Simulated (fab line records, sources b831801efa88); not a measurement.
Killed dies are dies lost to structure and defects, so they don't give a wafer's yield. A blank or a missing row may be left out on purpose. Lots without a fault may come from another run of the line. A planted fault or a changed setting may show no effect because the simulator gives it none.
fab line records | flow sky130 | part 2 of 2: steps 43 to 43 of 43
record lots=7 wafers=21 last_day=49
route steps=708 shown FIELD_ISO@11 NWELL@32 DNWELL@35 PWDE@45 PAD_OPEN@708
lots that met no fault: from a run of the same line without faults
start_h: hours from the record's first day to the start of the lot's first wafer shown | wait_h: hours since the lot's step before | " the same as in the row above | L1.1+2: a row that stands for several wafers | - no value, or no start given | * or withheld: withheld | < > ~ a bound
route shown NAME@n: a module of which the file shows steps, and the number in the route of the first | usual: mean/standard deviation of fault-free wafers | same: alike in all rows | chamber/n: place in a boat | sites: the reading at each site | _std_site: their standard deviation | _edge_site: outer sites' mean less inner sites' | radius_mm: how far each site lies from the wafer's centre | mask NAME#n: copy n | behind: the tool/chamber that last shaped the wafer | hold: why the lot was held/for how many hours/how that ended | device: the transistor (n, p or np) that didn't switch | end of line: the same wafers' tests at the end of the route | a step without rows: its recipe alone | killed: dies lost to structure and defects at the first sort, not the wafer's yield | map: a wafer's dies, x killed, . not, _ none there
set.NAME: the setting as run; set.NAME@STEP: as run at that earlier step | model.NAME: the simulator's own value behind a step, which no gauge read
lots at some steps of the route; a table a step, a row a wafer
services: from which hour (start_h, from the record's first day; less than 0 if before it) a tool's chamber was out of use, for how many hours, and why
## steps
# step SKY_PAD_OPEN_PROBE_99
# usual killed_at_M0_to_M3=44/6.9 killed_at_M4_up=3.2/1.8 killed_at_contacts=23/5.2 killed_at_front_end=15/4.5 killed_at_other=0.3/0.56 killed_dies=85/8.8 killed_open=47/6.7 killed_short=39/6.4
# same gross_dies=492 killed_at_back_side=0
# columns lot.wafer tool chamber start_h wait_h killed_at_M0_to_M3 killed_at_M4_up killed_at_contacts killed_at_front_end killed_at_other killed_dies killed_open killed_short model.etest.diode_nwell_sub.leak_log10_a_cm2 model.etest.diode_dnwell_sub.leak_log10_a_cm2 model.etest.cap_ono.gate_bv_v model.etest.diode_pwell_dnwell.leak_log10_a_cm2 model.etest.nfet_16v.off_log10_a_um model.etest.pfet_16v.off_log10_a_um
L355.2 prober-01 - 1079.16 0.1 38 3 19 16 0 76 48 28 -7.397 -7.24 16.39 -7.393 -13.88 -13.95
L355.4 prober-01 - 1079.26 0.2 35 2 25 17 0 79 42 37 -7.207 -7.055 16.61 -7.513 -13.77 -13.9
L355.5 prober-01 - 1079.31 0.2 30 0 19 14 0 63 35 28 -7.235 -7.525 16.77 -7.36 -13.89 -13.8
L357.3 prober-01 - 1090.98 0.2 42 4 26 9 0 81 44 37 -7.103 -7.383 15.99 -7.574 -13.8 -13.81
L357.4 prober-01 - 1091.03 0.2 32 2 32 8 1 75 45 30 -7.46 -7.374 16.4 -7.685 -13.78 -13.86
L357.6 prober-01 - 1091.13 0.2 40 6 28 8 0 82 46 36 -7.33 -7.275 16.41 -7.562 -13.87 -13.85
L359.1 prober-01 - 1104.33 0.1 46 4 15 19 0 84 36 48 -7.373 -7.54 16.54 -7.577 -13.97 -13.98
L359.2 prober-01 - 1104.38 0.1 53 2 20 15 0 90 42 48 -7.264 -7.561 15.95 -7.711 -13.83 -13.86
L359.4 prober-01 - 1104.48 0.2 46 1 23 13 0 83 40 43 -7.221 -7.117 16.42 -7.67 -13.83 -13.88
L363.1 prober-01 - 1128.90 0.1 35 3 26 11 0 75 39 36 -7.314 -7.168 16.24 -7.71 -14 -13.79
L363.4 prober-01 - 1129.05 0.2 45 2 29 11 1 88 52 36 -7.197 -7.169 16.47 -7.819 -13.78 -13.83
L363.5 prober-01 - 1129.10 0.2 37 4 25 18 0 84 46 38 -7.122 -7.513 16.81 -7.581 -13.87 -13.92
L367.3 prober-02 - 1147.43 0.2 63 7 27 14 0 111 51 60 -6.741 -6.729 16.42 -7.23 -13.78 -13.79
L367.4 prober-02 - 1147.48 0.2 37 6 25 13 0 81 48 33 -7.046 -6.99 16.1 -6.983 -13.67 -13.82
L367.6 prober-02 - 1147.58 0.2 52 6 18 11 1 88 46 42 -6.648 -6.892 16.48 -7.256 -13.66 -13.76
L369.4 prober-01 - 1162.27 0.2 46 4 26 6 0 82 34 48 -6.596 -6.767 16.15 -7.253 -13.61 -13.76
L369.5 prober-01 - 1162.32 0.2 43 3 22 20 0 88 47 41 -6.7 -6.908 16.15 -7.226 -13.69 -13.71
L369.6 prober-01 - 1162.37 0.2 48 5 17 16 0 86 47 39 -6.647 -6.796 15.84 -7.232 -13.72 -13.73
L370.1 prober-01 - 1181.26 0.1 48 5 21 8 0 82 40 42 -6.986 -6.728 16.66 -7.373 -13.5 -13.77
L370.2 prober-01 - 1181.31 0.1 44 1 21 9 1 76 47 29 -6.779 -6.831 15.94 -7.087 -13.65 -13.92
L370.3 prober-01 - 1181.36 0.2 38 4 24 13 1 80 46 34 -6.924 -6.953 15.3 -6.906 -13.72 -13.75
# killed by level:class
L355.2 VIA1:geometric_particle:open=11 CONTACT:geometric_particle:open=8 LI_CONTACT:geometric_particle:open=7 VIA3:geometric_particle:open=6 POLY_GATE:geometric_particle:open=5 VIA2:geometric_particle:open=5 METAL1:geometric_particle:short=4 LI_CONTACT:geometric_particle:short=3
L355.4 CONTACT:geometric_particle:open=8 VIA3:geometric_particle:open=7 VIA2:geometric_particle:open=6 FIELD_ISO:geometric_particle:short=5 CONTACT:geometric_particle:short=5 VIA1:geometric_particle:short=5 LI_CONTACT:geometric_particle:open=5 VIA1:geometric_particle:open=5
L355.5 VIA1:geometric_particle:open=9 LI_CONTACT:geometric_particle:open=5 CONTACT:geometric_particle:short=5 FIELD_ISO:geometric_particle:open=4 CONTACT:geometric_particle:open=4 VIA2:geometric_particle:open=4 VIA3:geometric_particle:open=4 METAL2:geometric_particle:short=3
L357.3 LI_CONTACT:geometric_particle:open=9 CONTACT:geometric_particle:open=9 VIA1:geometric_particle:short=9 VIA3:geometric_particle:open=8 VIA2:geometric_particle:open=5 CONTACT:geometric_particle:short=5 METAL1:geometric_particle:short=5 VIA1:geometric_particle:open=5
L357.4 CONTACT:geometric_particle:open=11 LI_CONTACT:geometric_particle:open=9 VIA1:geometric_particle:open=7 VIA3:geometric_particle:open=6 LI_CONTACT:geometric_particle:short=4 CONTACT:geometric_particle:short=4 VIA3:geometric_particle:short=4 FIELD_ISO:geometric_particle:open=3
L357.6 VIA1:geometric_particle:open=11 LI_CONTACT:geometric_particle:open=9 VIA3:geometric_particle:open=8 CONTACT:geometric_particle:open=7 METAL2:geometric_particle:short=5 LOCAL_INTERCONNECT:geometric_particle:short=5 VIA1:geometric_particle:short=5 CONTACT:geometric_particle:short=4
L359.1 VIA1:geometric_particle:open=8 METAL1:geometric_particle:short=7 FIELD_ISO:geometric_particle:short=6 METAL2:geometric_particle:short=6 CONTACT:geometric_particle:open=5 VIA1:geometric_particle:short=5 VIA2:geometric_particle:open=5 POLY_GATE:geometric_particle:open=4
L359.2 VIA1:geometric_particle:open=13 VIA1:geometric_particle:short=11 VIA2:geometric_particle:open=8 FIELD_ISO:geometric_particle:short=6 LI_CONTACT:geometric_particle:open=6 METAL2:geometric_particle:short=6 CONTACT:geometric_particle:open=5 CONTACT:geometric_particle:short=5
L359.4 CONTACT:geometric_particle:open=9 VIA1:geometric_particle:open=7 VIA2:geometric_particle:open=7 VIA2:geometric_particle:short=6 CONTACT:geometric_particle:short=5 METAL1:geometric_particle:short=5 METAL2:geometric_particle:short=5 METAL3:geometric_particle:short=5
L363.1 VIA1:geometric_particle:open=10 CONTACT:geometric_particle:open=8 LI_CONTACT:geometric_particle:open=7 POLY_GATE:geometric_particle:short=5 CONTACT:geometric_particle:short=5 VIA2:geometric_particle:open=5 LI_CONTACT:geometric_particle:short=4 METAL1:geometric_particle:short=4
L363.4 CONTACT:geometric_particle:open=11 VIA1:geometric_particle:open=10 LI_CONTACT:geometric_particle:open=8 METAL2:geometric_particle:short=8 VIA3:geometric_particle:open=7 POLY_GATE:geometric_particle:open=5 VIA2:geometric_particle:open=5 VIA2:geometric_particle:short=5
L363.5 CONTACT:geometric_particle:open=10 VIA1:geometric_particle:open=10 CONTACT:geometric_particle:short=7 FIELD_ISO:geometric_particle:open=6 METAL2:geometric_particle:short=5 SONOS_ONO:geometric_particle:open=4 LI_CONTACT:geometric_particle:open=4 VIA3:geometric_particle:short=4
L367.3 METAL1:geometric_particle:short=10 VIA1:geometric_particle:open=10 VIA3:geometric_particle:open=10 METAL2:geometric_particle:short=9 LI_CONTACT:geometric_particle:open=7 METAL4:geometric_particle:short=7 LI_CONTACT:geometric_particle:short=6 CONTACT:geometric_particle:open=6
L367.4 CONTACT:geometric_particle:open=10 VIA1:geometric_particle:open=8 LI_CONTACT:geometric_particle:open=6 METAL1:geometric_particle:short=6 VIA3:geometric_particle:open=6 FIELD_ISO:geometric_particle:open=5 VIA2:geometric_particle:open=5 VIA3:geometric_particle:short=4
L367.6 CONTACT:geometric_particle:open=9 VIA1:geometric_particle:open=9 VIA3:geometric_particle:open=9 METAL2:geometric_particle:short=8 VIA2:geometric_particle:open=5 VIA2:geometric_particle:short=4 METAL3:geometric_particle:short=4 METAL4:geometric_particle:short=4
L369.4 CONTACT:geometric_particle:open=8 CONTACT:geometric_particle:short=8 VIA1:geometric_particle:short=7 VIA1:geometric_particle:open=7 METAL2:geometric_particle:short=7 LOCAL_INTERCONNECT:geometric_particle:short=5 VIA2:geometric_particle:open=5 VIA3:geometric_particle:short=5
L369.5 LI_CONTACT:geometric_particle:open=8 VIA3:geometric_particle:open=8 VIA1:geometric_particle:open=7 FIELD_ISO:geometric_particle:short=6 CONTACT:geometric_particle:open=6 METAL2:geometric_particle:short=6 FIELD_ISO:geometric_particle:open=5 VIA1:geometric_particle:short=5
L369.6 VIA1:geometric_particle:open=13 FIELD_ISO:geometric_particle:short=7 VIA2:geometric_particle:open=7 FIELD_ISO:geometric_particle:open=6 METAL2:geometric_particle:short=6 CONTACT:geometric_particle:open=5 METAL1:geometric_particle:short=5 VIA1:geometric_particle:short=5
L370.1 CONTACT:geometric_particle:open=14 METAL1:geometric_particle:short=10 VIA2:geometric_particle:open=9 VIA1:geometric_particle:open=6 VIA3:geometric_particle:open=6 LOCAL_INTERCONNECT:geometric_particle:short=4 VIA1:geometric_particle:short=4 VIA2:geometric_particle:short=4
L370.2 VIA1:geometric_particle:open=14 CONTACT:geometric_particle:open=12 METAL1:geometric_particle:short=6 VIA2:geometric_particle:open=6 VIA3:geometric_particle:open=5 LI_CONTACT:geometric_particle:open=4 VIA1:geometric_particle:short=4 FIELD_ISO:geometric_particle:open=3
L370.3 VIA3:geometric_particle:open=12 VIA1:geometric_particle:open=8 LI_CONTACT:geometric_particle:open=7 LOCAL_INTERCONNECT:geometric_particle:short=6 CONTACT:geometric_particle:short=6 VIA1:geometric_particle:short=5 CONTACT:geometric_particle:open=5 FIELD_ISO:geometric_particle:short=4
## services
# columns tool chamber start_h hours kind
rie_si-02 0 10.27 18.6 repair
rie_si-02 - 12.59 0.1 repair
plasma_asher-02 - 33.27 0.7 repair
cmp-01 - 36.37 3.6 repair
plasma_asher-01 - 49.37 2.4 repair
rie_diel-03 - 50.73 0.5 repair
cmp-02 - 54.80 4.4 pm
rie_si-02 0 54.89 1.3 repair
furnace-02 - 55.40 3.5 pm
rie_diel-01 1 59.11 6.9 repair
cmp-01 - 59.21 4.8 pm
rie_diel-01 - 60.51 14.6 pm
cmp-01 - 64.05 4.0 pm
cmp-02 - 71.93 8.6 repair
rie_diel-01 0 75.85 10.7 repair
rie_diel-01 1 84.52 8.1 repair
plasma_asher-01 - 89.23 4.1 repair
plasma_asher-02 - 102.76 13.6 repair
cmp-01 - 103.85 2.4 repair
cmp-02 - 106.93 1.2 repair
cmp-02 - 109.40 1.5 repair
cmp-01 - 110.84 2.1 repair
plasma_asher-02 - 116.40 9.0 pm
furnace-01 - 133.30 2.5 pm
## key
first_sign none at tools or gauges
model_effect step=SKY_PAD_OPEN_PROBE_99 value=etest.diode_nwell_sub.leak_log10_a_cm2 without=-7.325 struck=-6.785
met_at SKY_FIELD_ISO_OXIDATION_22
struck_wafers L367.3,L367.4,L367.6,L369.4,L369.5,L369.6,L370.1,L370.2,L370.3
tester_left_out L367,L369,L370
onset_between 75.96 96.11
also_fits time
fault kind=metallic_contamination_source tool=furnace-02 chamber=- onset_h=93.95 steps=SKY_FIELD_ISO_OXIDATION_22 rate_cm2_per_visit=2.543e+12 species=metal_cu_cm2
# tester_left_out: of these lots the tester's yield and bins aren't shown, on N5 and GAA mostly nor the transistor test; their killed dies are dies lost to structure and defects alone, not to doping, threshold or leakage, so they don't give the yield
